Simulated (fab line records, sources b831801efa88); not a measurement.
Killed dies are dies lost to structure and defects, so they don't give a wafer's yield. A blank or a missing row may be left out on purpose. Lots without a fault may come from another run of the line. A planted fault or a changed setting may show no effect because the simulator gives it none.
Chamber matching | flow sfq_line | SFQ_TRILAYER_I1_CMP_CMP_046 on cmp-02: 4 sister chambers
The step polishes SiO2. 14 wafers are shown with their chamber, then 7 later ones without.

WAFERS WITH THEIR CHAMBER
wafer  | chamber | motor_current_A (A) | time_to_endpoint_s (s)
L137.3 | 1       | 10.3                | 217
L137.1 | 3       | 10.6                | 205
L137.5 | 2       | 11.6                | 209
L140.3 | 2       | 11.0                | 202
L140.1 | 1       | 10.2                | 221
L140.6 | 2       | 10.4                | 219
L142.3 | 1       | 10.5                | 213
L142.5 | 1       | 10.3                | 224
L142.6 | 2       | 11.0                | 203
L145.1 | 2       | 11.4                | 214
L145.2 | 3       | 10.9                | 211
L145.5 | 0       | 11.1                | 220
L146.1 | 3       | 10.8                | 217
L146.4 | 0       | 11.5                | 237

SIGNATURES (means of the wafers above)
reading            | chamber 0 | chamber 1 | chamber 2 | chamber 3 | scatter within a chamber
motor_current_A    | 11.300    | 10.325    | 11.080    | 10.767    | 0.32
time_to_endpoint_s | 228.50    | 218.75    | 209.40    | 211.00    | 7.03
Rule: a wafer's distance from a chamber is the root of the sum, over the readings, of the square of ((its reading less the chamber's mean) divided by the reading's scatter). The wafer belongs to the nearest chamber; if the next one is less than 2 further off, it can't be placed. The scatter: the root of (the sum of the squares of (reading less its chamber's mean) over the shown wafers, divided by (wafers less chambers)).

WAFERS WITHOUT THEIR CHAMBER
wafer  | motor_current_A (A) | time_to_endpoint_s (s)
L146.5 | 10.7                | 229
L147.2 | 11.3                | 214
L147.1 | 11.8                | 209
L147.6 | 11.1                | 228
L148.1 | 11.0                | 223
L148.4 | 9.5                 | 224
L148.5 | 9.5                 | 234

WHICH CHAMBER EACH WENT THROUGH
wafer  | from the rows above               | in truth
L146.5 | can't be placed: 1 or 0 or 3 or 2 | 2
L147.2 | can't be placed: 2 or 3 or 0      | 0
L147.1 | can't be placed: 2 or 0 or 3      | 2
L147.6 | 0                                 | 0
L148.1 | can't be placed: 0 or 3 or 2 or 1 | 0
L148.4 | can't be placed: 1 or 3           | 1
L148.5 | can't be placed: 1 or 3           | 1
Placed correctly: 1 of 7. Can't be placed from these rows: 6 (the true chamber is among the candidates in 6). Placed wrongly: 0.
